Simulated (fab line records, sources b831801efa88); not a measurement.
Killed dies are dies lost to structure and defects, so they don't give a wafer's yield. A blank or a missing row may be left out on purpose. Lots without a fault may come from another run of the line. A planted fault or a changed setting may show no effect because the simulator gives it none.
Chamber matching | flow gf180mcu | GF_STI_CMP_25 on cmp-02: 4 sister chambers
The step polishes, stops on Si3N4, t overpolish 33 s, target thk 524.6 nm. 8 wafers are shown with their chamber, then 7 later ones without.

WAFERS WITH THEIR CHAMBER
wafer  | chamber | motor_current_A (A) | overpolish_run_s (s)
L648.4 | 2       | 13.4                | 33.005
L654.2 | 2       | 13.0                | 33.000
L654.4 | 1       | 13.1                | 32.996
L662.1 | 3       | 11.8                | 33.000
L662.2 | 1       | 13.3                | 33.000
L662.6 | 0       | 10.2                | 32.987
L663.1 | 0       | 10.7                | 33.007
L663.5 | 3       | 12.0                | 32.988

WAFERS WITHOUT THEIR CHAMBER
wafer  | motor_current_A (A) | overpolish_run_s (s)
L663.6 | 12.5                | 33.004
L664.1 | 13.5                | 32.994
L664.3 | 12.0                | 32.998
L664.6 | 12.9                | 32.992
L665.3 | 13.3                | 33.012
L665.5 | 11.7                | 33.006
L665.6 | 10.3                | 33.011

WHICH CHAMBER EACH WENT THROUGH
wafer  | from the rows above          | in truth
L663.6 | can't be placed: 3 or 2 or 1 | 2
L664.1 | can't be placed: 1 or 2      | 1
L664.3 | 3                            | 3
L664.6 | can't be placed: 1 or 2      | 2
L665.3 | can't be placed: 2 or 1      | 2
L665.5 | 3                            | 3
L665.6 | 0                            | 0
Placed correctly: 3 of 7. Can't be placed from these rows: 4 (the true chamber is among the candidates in 4). Placed wrongly: 0.
How it was worked out, from the rows above alone: a wafer's distance from a chamber is the root of the sum, over the readings, of the square of ((its reading less the chamber's mean) divided by the reading's scatter). The wafer belongs to the nearest chamber; if the next one is less than 2 further off, it can't be placed. A chamber's mean is the mean of its shown wafers. The scatter: the root of (the sum of the squares of (reading less its chamber's mean) over the shown wafers, divided by (wafers less chambers)).
